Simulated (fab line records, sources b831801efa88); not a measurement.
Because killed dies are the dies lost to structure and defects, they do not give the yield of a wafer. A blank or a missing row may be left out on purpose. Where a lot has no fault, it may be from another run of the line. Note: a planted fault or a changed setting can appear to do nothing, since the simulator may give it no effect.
Split-lot trial / flow gf180mcu / 23 wafers read across 5 lots, on a route 602 steps long

== THE SPLIT ==
At GF_LVPWELL_COAT_02 (resist thk 3000 nm), the setting resist thk nm was moved away from the recipe's 3000 nm on 9 of the 23 wafers read, by -4.7% to +2.7%. All remaining wafers had this setting at the recipe value.

The split's own step is where the reading is taken.

== THE READING ==
coat_of_LVPWELL_COAT_02.thk nm (the simulator's own value, which no gauge read), in nm, at GF_LVPWELL_COAT_02 (resist thk 3000 nm). No usual value for it is given in the file. Across the 14 wafers here that went through the recipe, the average is 2998 nm and the standard deviation 7.2 nm.

wafer=L076.2; tool, chamber at the split=litho track-04, 0; resist thk nm as run, nm=3000; against the recipe=recipe; coat_of_LVPWELL_COAT_02.thk nm, nm=2999; against lot-mates on the recipe=-
wafer=L076.3; tool, chamber at the split=litho track-04, 0; resist thk nm as run, nm=3000; against the recipe=recipe; coat_of_LVPWELL_COAT_02.thk nm, nm=3000; against lot-mates on the recipe=-
wafer=L076.4; tool, chamber at the split=litho track-04, 0; resist thk nm as run, nm=3000; against the recipe=recipe; coat_of_LVPWELL_COAT_02.thk nm, nm=2981; against lot-mates on the recipe=-
wafer=L076.5; tool, chamber at the split=litho track-04, 0; resist thk nm as run, nm=3000; against the recipe=recipe; coat_of_LVPWELL_COAT_02.thk nm, nm=2994; against lot-mates on the recipe=-
wafer=L076.6; tool, chamber at the split=litho track-04, 0; resist thk nm as run, nm=3000; against the recipe=recipe; coat_of_LVPWELL_COAT_02.thk nm, nm=3003; against lot-mates on the recipe=-
wafer=L079.2; tool, chamber at the split=litho track-02, 0; resist thk nm as run, nm=3000; against the recipe=recipe; coat_of_LVPWELL_COAT_02.thk nm, nm=3006; against lot-mates on the recipe=-
wafer=L079.3; tool, chamber at the split=litho track-02, 0; resist thk nm as run, nm=3000; against the recipe=recipe; coat_of_LVPWELL_COAT_02.thk nm, nm=2999; against lot-mates on the recipe=-
wafer=L079.6; tool, chamber at the split=litho track-02, 0; resist thk nm as run, nm=3000; against the recipe=recipe; coat_of_LVPWELL_COAT_02.thk nm, nm=2998; against lot-mates on the recipe=-
wafer=L082.2; tool, chamber at the split=litho track-03, 0; resist thk nm as run, nm=3000; against the recipe=recipe; coat_of_LVPWELL_COAT_02.thk nm, nm=2998; against lot-mates on the recipe=-
wafer=L082.3; tool, chamber at the split=litho track-03, 0; resist thk nm as run, nm=2898; against the recipe=-3.4%; coat_of_LVPWELL_COAT_02.thk nm, nm=2895; against lot-mates on the recipe=-101
wafer=L082.5; tool, chamber at the split=litho track-03, 0; resist thk nm as run, nm=2898; against the recipe=-3.4%; coat_of_LVPWELL_COAT_02.thk nm, nm=2895; against lot-mates on the recipe=-101
wafer=L082.4; tool, chamber at the split=litho track-03, 0; resist thk nm as run, nm=3000; against the recipe=recipe; coat_of_LVPWELL_COAT_02.thk nm, nm=2994; against lot-mates on the recipe=-
wafer=L082.6; tool, chamber at the split=litho track-03, 0; resist thk nm as run, nm=2898; against the recipe=-3.4%; coat_of_LVPWELL_COAT_02.thk nm, nm=2908; against lot-mates on the recipe=-88
wafer=L083.1; tool, chamber at the split=litho track-02, 0; resist thk nm as run, nm=2859; against the recipe=-4.7%; coat_of_LVPWELL_COAT_02.thk nm, nm=2848; against lot-mates on the recipe=-144
wafer=L083.3; tool, chamber at the split=litho track-02, 0; resist thk nm as run, nm=3000; against the recipe=recipe; coat_of_LVPWELL_COAT_02.thk nm, nm=2991; against lot-mates on the recipe=-
wafer=L083.4; tool, chamber at the split=litho track-02, 0; resist thk nm as run, nm=3000; against the recipe=recipe; coat_of_LVPWELL_COAT_02.thk nm, nm=2993; against lot-mates on the recipe=-
wafer=L083.5; tool, chamber at the split=litho track-02, 0; resist thk nm as run, nm=2859; against the recipe=-4.7%; coat_of_LVPWELL_COAT_02.thk nm, nm=2844; against lot-mates on the recipe=-148
wafer=L083.6; tool, chamber at the split=litho track-02, 0; resist thk nm as run, nm=2859; against the recipe=-4.7%; coat_of_LVPWELL_COAT_02.thk nm, nm=2850; against lot-mates on the recipe=-142
wafer=L084.1; tool, chamber at the split=litho track-04, 0; resist thk nm as run, nm=3082; against the recipe=+2.7%; coat_of_LVPWELL_COAT_02.thk nm, nm=3075; against lot-mates on the recipe=+67
wafer=L084.3; tool, chamber at the split=litho track-04, 0; resist thk nm as run, nm=3000; against the recipe=recipe; coat_of_LVPWELL_COAT_02.thk nm, nm=3012; against lot-mates on the recipe=-
wafer=L084.4; tool, chamber at the split=litho track-04, 0; resist thk nm as run, nm=3000; against the recipe=recipe; coat_of_LVPWELL_COAT_02.thk nm, nm=3004; against lot-mates on the recipe=-
wafer=L084.5; tool, chamber at the split=litho track-04, 0; resist thk nm as run, nm=3082; against the recipe=+2.7%; coat_of_LVPWELL_COAT_02.thk nm, nm=3073; against lot-mates on the recipe=+65
wafer=L084.6; tool, chamber at the split=litho track-04, 0; resist thk nm as run, nm=3082; against the recipe=+2.7%; coat_of_LVPWELL_COAT_02.thk nm, nm=3089; against lot-mates on the recipe=+81

FIT RESULTS
A straight line over all 23 wafers: coat_of_LVPWELL_COAT_02.thk nm changes by +30.7 nm for each +1% of resist thk nm; r = +0.99; the points scatter about the line by 7.7 nm.
The same after taking each lot's own level away (the mean of its wafers on the recipe; 23 wafers): +29 nm for each +1%; r = +0.99; scatter 6.9 nm.
The reading moves by 1.4e+02 nm for the largest change in resist thk nm, on that fit.
The lots' own levels span 2992.0 to 3008.0 nm, that is 2.2 times the standard deviation above.
The two slopes agree, so the slope changes little with the lot-to-lot level.
Check: -137 nm against its lot-mates is what the line predicts for one of the wafers moved furthest among these (-4.7%) when that wafer is left out of the fit. Against them it came out at -144 nm.

== ADDITIONAL SPLITS CARRIED BY THESE WAFERS ==
Other splits were also applied to these wafers ahead of the reading. Each is held against what the fit with the lots' levels taken away leaves over:
other split on the same wafers=GF_STI_CVD_03 temp c; wafers away from the commonest value=15; r with coat_of_LVPWELL_COAT_02.thk nm (lot level and that fit taken away)=+0.19
other split on the same wafers=GF_STI_ETCH_13 time s; wafers away from the commonest value=6; r with coat_of_LVPWELL_COAT_02.thk nm (lot level and that fit taken away)=-0.11
other split on the same wafers=GF_NWELL_COAT_02 spin rpm; wafers away from the commonest value=9; r with coat_of_LVPWELL_COAT_02.thk nm (lot level and that fit taken away)=+0.07
other split on the same wafers=GF_NWELL_STRIP_10 o2 flow sccm; wafers away from the commonest value=7; r with coat_of_LVPWELL_COAT_02.thk nm (lot level and that fit taken away)=+0.30

== THE WHOLE CHAIN: every reading that the file lists as answering this split, in the file's order ==
step=GF_LVPWELL_COAT_02; what it does=resist thk 3000 nm; reading=coat_of_LVPWELL_COAT_02.thk nm (the simulator's own value, which no gauge read); change (the file's fit)=+29.3 nm for each +1% of the setting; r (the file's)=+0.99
step=GF_LVPWELL_STRIP_10; what it does=strips in O2/N2; reading=strip time to endpoint s; change (the file's fit)=withheld for each +1% of the setting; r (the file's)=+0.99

== FILE'S OWN FIT ==
coat_of_LVPWELL_COAT_02.thk nm changes by +29.3 nm for each +1% of resist thk nm, r = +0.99.
